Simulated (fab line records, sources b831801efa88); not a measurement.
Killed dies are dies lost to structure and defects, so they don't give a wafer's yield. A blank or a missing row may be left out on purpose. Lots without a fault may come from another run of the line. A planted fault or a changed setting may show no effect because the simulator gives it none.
One fault seen from 2 desks | flow sky130 | each desk has only its own numbers; what lay behind them comes last

THE TOOL OWNER'S DESK: pvd_sputter-04
The tool's own readings at SKY_METAL5_SPUTTER_00 (material Ti, target thk 15 nm, time 10 s): means of the sampled wafers that have a number, for each lot that ran on this tool. A lot is out of limits, marked OUT, if its mean lies more than 4 standard deviations from the usual mean; the brackets give that distance.
Columns: A = throttle_valve_pct at SKY_METAL5_SPUTTER_00, usual 29.7 %
lot  | first seen here | A
L510 | day 42 17:46    | 29.4
L519 | day 45 07:52    | 29.4
L522 | day 46 05:31    | 29.4
This desk's finding: nothing out of limits on any of the 3 lots.

THE METROLOGY DESK
What the gauges read, lot by lot, whatever tool the lot ran on: means of the sampled wafers that have a number. A lot is out of limits, marked OUT, if its mean lies more than 4 standard deviations from the usual mean; the brackets give that distance.
Columns: A = VIA4_OVL at SKY_VIA4_OVL_MEAS_11, usual 0.2 nm; B = VIA4_W_RS at SKY_VIA4_RS_MEAS_19, usual 0.2272 ohm/sq; C = VIA4_W_THK at SKY_VIA4_THK_MEAS_20, usual 508 nm
lot  | first seen here | A    | B      | C
L510 | day 42 16:23    | -1.0 | 0.2300 | 497
L514 | day 43 22:28    | 2.6  | 0.2287 | 498
L519 | day 45 06:28    | -0.1 | 0.2263 | 509
L522 | day 46 03:52    | 0.3  | 0.2297 | 499
L526 | day 47 23:25    | -1.5 | 0.2271 | 506
L529 | day 47 23:40    | 1.8  | 0.2228 | 513
This desk's finding: nothing out of limits on any of the 6 lots.

PUT TOGETHER
The tool owner's desk saw nothing out of limits.
The metrology desk saw nothing out of limits.

WHAT THE SIMULATOR HAD PUT IN
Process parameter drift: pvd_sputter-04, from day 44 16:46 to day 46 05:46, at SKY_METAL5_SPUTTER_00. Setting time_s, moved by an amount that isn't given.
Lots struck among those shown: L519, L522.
